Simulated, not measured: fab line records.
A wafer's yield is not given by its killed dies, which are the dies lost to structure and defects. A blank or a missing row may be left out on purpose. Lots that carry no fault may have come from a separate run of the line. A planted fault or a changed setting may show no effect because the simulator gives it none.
Which tool is to blame? -- flow sky130 -- 18 wafers from 6 lots sampled at 2 of the route's 708 steps

WHAT EACH GAUGE READ, for each wafer
SKY_POLY_GATE_THK_MEAS_21.
lot,measured,on,POLY_GATE_OXIDATION_THK (nm)
L406,day 18 06:06,film_metro-01,3.94 3.94 3.91
L409,day 18 12:40,film_metro-01,4.01 3.98 4.01
L413,day 20 06:25,film_metro-04,4.09 3.96 4.02
L415,day 20 12:51,film_metro-01,3.97 3.99 3.90
L424,day 24 02:31,film_metro-02,5.11 5.21 5.04
L427,day 25 03:40,film_metro-02,3.93 3.85 3.89

EACH LOT AND THE TOOL THAT RAN IT (in order: tool; ch and the chambers of the sampled wafers; start)
lot,SKY_POLY_GATE_OXIDATION_20
L406,"furnace-01 ch 0, day 18 04:50"
L409,"furnace-01 ch 0, day 18 11:25"
L413,"furnace-02 ch 0, day 20 05:09"
L415,"furnace-02 ch 0, day 20 11:35"
L424,"furnace-01 ch 0, day 24 01:16"
L427,"furnace-02 ch 0, day 25 02:25"
- SKY_POLY_GATE_OXIDATION_20: stabilise 600 s, purge 300 s, target thk 4 nm.

THE ANSWER, worked out from the rows above alone
Rule: what is usual is taken from the lots themselves. The widest of any qualifying gaps counts: lots, ordered by their means at a reading, are off when they make up no more than a third of the lots, leave a main group of 4 or more, and stand apart from it by 3 or more times the standard deviation of that group's means. The tables above print the reading to a certain number of digits; a main group whose means all agree to those digits is not used. A lot without any number at a reading at which 4 lots or more have one is off too. The other lots that the step has rows for count as sound.
Off: L424, seen at SKY_POLY_GATE_THK_MEAS_21 (POLY_GATE_OXIDATION_THK). For the main group the mean is 3.96 nm and the standard deviation 0.048.
A tool fits if, at a process step before that reading, it ran every lot that is off, and no sound lot after the first of them. Gauges at SKY_POLY_GATE_THK_MEAS_21: tried the same way as those tools. One fits: furnace-01 at SKY_POLY_GATE_OXIDATION_20. Its last sound lot is L409 (day 18 11:25), its first lot that is off L424 (day 24 01:16): a fault that began between those two fits.

WHAT HAD BEEN PUT IN BY THE SIMULATOR
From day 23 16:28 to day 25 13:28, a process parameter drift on furnace-01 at SKY_POLY_GATE_OXIDATION_20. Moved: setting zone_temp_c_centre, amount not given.
Lots struck among those shown: L424. This agrees with what the rule above found.
